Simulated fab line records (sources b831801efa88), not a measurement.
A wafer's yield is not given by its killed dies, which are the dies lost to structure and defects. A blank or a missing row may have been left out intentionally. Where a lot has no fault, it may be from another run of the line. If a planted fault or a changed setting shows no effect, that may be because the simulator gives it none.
Struck lot and sound lot, side by side :: flow sky130 :: 30 out of 708 route steps
Sound: wafers L380.2, L380.3, L380.6. The struck wafers were L396.2, L396.3, L396.4. The cause is named last.
Each step with rows lists, per side, the tool, then ch with its chambers, then its first start. Under that, the readings that differ: sound wafers :: struck wafers :: difference of the means :: sigmas: that difference in standard deviations of wafers without a fault.
alike: words and numbers the same on both sides, and readings whose means are apart by under 2 such deviations; not compared: readings that were withheld, readings missing a value for some wafer, numbers with overlapping values and no deviation given by the record, and bounds like >300 which may hide the same value.
Wherever a step has rows on one side only, a row that says differs or no value, or a row with sigmas, the two part there. Numbers that don't overlap but have no deviation are shown without sigmas and don't part them. A reading that every wafer of one side lacks parts them only if that side has two wafers or more.

first, 5 steps without rows for these wafers: SKY_SONOS_ONO_COAT_08 (resist thk 1140 nm); SKY_SONOS_ONO_SOFTBAKE_09 (time 60 s); SKY_SONOS_ONO_EXPOSE_10 (exposes mask ONOM, target cd 410 nm); SKY_SONOS_ONO_PEB_11; SKY_SONOS_ONO_DEVELOP_12 (develop time 60 s).
SKY_SONOS_ONO_CD_MEAS_13: target cd 410 nm.
  sound on cd sem-02, day 14 01:05; struck on cd sem-02, day 18 23:41
  alike: cd nm
SKY_SONOS_ONO_OVL_MEAS_14:
  sound on overlay-01, day 14 01:11; struck on overlay-02, day 18 23:47
  alike: SONOS_ONO_OVL
SKY_SONOS_ONO_ETCH_15: etches the open film in CHF3/O2, target depth 19.52 nm, time 7.8 s.
  sound on rie diel-03 ch 1,2, day 14 01:13; struck on rie diel-03 ch 0,1,3, day 18 23:49
  alike: drypump motor current A, oes product au, rf fwd power W, throttle valve pct
  not compared: rf hours counter h
then, 1 step without rows for these wafers: SKY_SONOS_ONO_WET_ETCH_16 (etches SiO2 in dHF, target depth 14 nm, time 280 s).
SKY_SONOS_ONO_STRIP_17: strips in O2/N2.
  sound on plasma asher-04 ch 0,1, day 14 01:20; struck on plasma asher-04 ch 0,1, day 18 23:56
  alike: drypump motor current A, o2 flow sccm, oes product au, strip time to endpoint s
  not compared: rf hours counter h
then, 2 steps without rows for these wafers: SKY_SONOS_ONO_WET_ETCH_18 (etches Si3N4 in H3PO4, target depth 15 nm, time 172 s); SKY_GATE_OXIDE_CLEAN_00 (cleans in SC1/SC2, time 150 s).
SKY_GATE_OXIDE_OXIDATION_01: stabilise 600 s, purge 300 s, target thk 10.268 nm.
  sound on furnace-01 ch 0, day 14 02:29; struck on furnace-01 ch 0, day 19 04:00
reading: spike tc bottom C (C)
sound: 913.2 915.4 916.3
struck: 890.4 892.1 892.1
difference: -23.4
sigmas: -21

reading: spike tc centre C (C)
sound: 900.8 900.9 901.5
struck: 878.8 876.9 877.6
difference: -23.3
sigmas: -24

reading: spike tc lower C (C)
sound: 902.8 901.3 902.7
struck: 880.9 878.7 880.8
difference: -22.1
sigmas: -22

reading: spike tc top C (C)
sound: 907.7 906.9 906.8
struck: 885.8 885.1 884.7
difference: -21.9
sigmas: -20

reading: spike tc upper C (C)
sound: 902.9 901.5 902.8
struck: 878.0 880.5 878.5
difference: -23.4
sigmas: -15

reading: tube center temp C (C)
sound: 900.01 899.95 899.9
struck: 877.59 877.42 877.46
difference: -22.46
sigmas: -99 or more

reading: tube_center_temp_C_max
sound: 902.4 901.9 902.7
struck: 879.4 879.5 879.6
difference: -22.8
sigmas: -62

reading: model.SiO2_of_GATE_OXIDE_OXIDATION_01.thk nm (nm)
sound: 10.01 10.26 10.16
struck: 7.976 7.889 7.883
difference: -2.227
sigmas: 
  alike: zone power top pct
SKY_GATE_OXIDE_THK_MEAS_02:
  sound on film metro-04, day 14 03:55; struck on film metro-01, day 19 05:25
reading: GATE_OXIDE_OXIDATION_00_THK (nm)
sound: 10.00 10.27 10.17
struck: 7.96 7.91 7.88
difference: -2.23
sigmas: -12
then, 7 steps without rows for these wafers: SKY_GATE_OXIDE_DEHYDRATE_03 (time 60 s); SKY_GATE_OXIDE_HMDS_04 (prime time 60 s); SKY_GATE_OXIDE_COAT_05 (resist thk 1140 nm); SKY_GATE_OXIDE_SOFTBAKE_06 (time 60 s); SKY_GATE_OXIDE_EXPOSE_07 (exposes mask LVOM, target cd 600 nm); SKY_GATE_OXIDE_PEB_08; SKY_GATE_OXIDE_DEVELOP_09 (develop time 60 s).
SKY_GATE_OXIDE_OVL_MEAS_10:
  sound on overlay-01, day 15 05:02; struck on overlay-02, day 20 12:02
  alike: GATE_OXIDE_OVL
then, 2 steps without rows for these wafers: SKY_GATE_OXIDE_IMPLANT_11; SKY_GATE_OXIDE_WET_ETCH_12 (etches SiO2 in dHF, target depth 16.8 nm, time 336 s).
SKY_GATE_OXIDE_STRIP_13: strips in O2/N2.
  sound on plasma asher-02 ch 0,1, day 15 05:19; struck on plasma asher-04 ch 0,1, day 20 12:19
reading: drypump motor current A (A)
sound: 5.4 5.1 5.1
struck: 6.1 6.2 6.1
difference: +0.9
sigmas: +2
  alike: o2 flow sccm, oes product au, strip time to endpoint s
  not compared: rf hours counter h
SKY_GATE_OXIDE_TW_MEAS_14:
  sound on film metro-04, day 15 05:26; struck on film metro-02, day 20 12:26
  alike: GATE_OXIDE_TW
then, 1 step without rows for these wafers: SKY_GATE_OXIDE_CLEAN_15 (cleans in SC1/SC2, time 143.4 s).
SKY_GATE_OXIDE_OXIDATION_16: stabilise 600 s, purge 300 s, target thk 3.57 nm.
  sound on furnace-02 ch 0, day 15 07:38; struck on furnace-01 ch 0, day 20 13:28
reading: spike tc upper C (C)
sound: 798.0 798.5 799.6
struck: 803.1 804.2 802.6
difference: +4.6
sigmas: +3

reading: model.SiO2_of_GATE_OXIDE_OXIDATION_01.thk nm (nm)
sound: 11.4 11.61 11.53
struck: 9.521 9.447 9.435
difference: -2.046
sigmas: 
  alike: ox temp c max, spike tc bottom C, spike tc centre C, spike tc lower C, spike tc top C, tube center temp C, tube_center_temp_C_max, zone power top pct
then, 1 step without rows for these wafers: SKY_POLY_GATE_CVD_00 (deposits poly-Si, target thk 180 nm, time 720 s).
-- a jump in the record: the struck wafers' starts before and after are 30 days apart (it breaks off in module POLY_GATE and resumes in module PAD_OPEN, where the first step shown is number 708 of the route) --
SKY_PAD_OPEN_PROBE_99:
  sound on prober-01, day 46 21:53; struck on prober-02, day 50 06:49
reading: model.etest.nfet_16v.r on ohm um
sound: 1.402e+04 1.406e+04 1.4e+04
struck: 1.284e+04 1.289e+04 1.282e+04
difference: -1.177e+03
sigmas: 

reading: model.etest.pfet_16v.r on ohm um
sound: 1.561e+04 1.563e+04 1.569e+04
struck: 1.511e+04 1.513e+04 1.512e+04
difference: -5.233e+02
sigmas: 

reading: model.etest.pfet g5v0d10v5.r on ohm um
sound: 4724 4760 4699
struck: 4299 4376 4347
difference: -387
sigmas: 

reading: model.etest.tip sonos.rs ohm sq
sound: 2627 2654 2652
struck: 2299 2270 2273
difference: -364
sigmas: 

reading: model.etest.nfet g5v0d10v5.r on ohm um
sound: 1841 1890 1868
struck: 1699 1707 1704
difference: -163
sigmas: 

reading: model.etest.nfet g5v0d10v5.drive ua um
sound: 624 610.6 611.9
struck: 734.5 733.2 736.2
difference: +119.1
sigmas: 

reading: model.etest.nfet_05v0_nvt.drive ua um
sound: 586.6 576.3 581.7
struck: 679.9 681.3 687.5
difference: +101.4
sigmas: 
  alike: killed_at_M0_to_M3, killed_at_M4_up, killed at contacts, killed at front end, killed at other, killed dies, killed open, killed short
  not compared: model.etest.pfet_01v8.r on ohm um

== WHERE THEY PART ==
First at SKY_GATE_OXIDE_OXIDATION_01; last, within this record, at SKY_GATE_OXIDE_OXIDATION_16. Later steps at which nothing parts them and some readings are alike: SKY_PAD_OPEN_PROBE_99.

WHY: the cause the simulator had injected
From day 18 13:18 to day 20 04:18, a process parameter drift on furnace-01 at SKY_GATE_OXIDE_OXIDATION_01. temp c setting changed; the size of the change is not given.
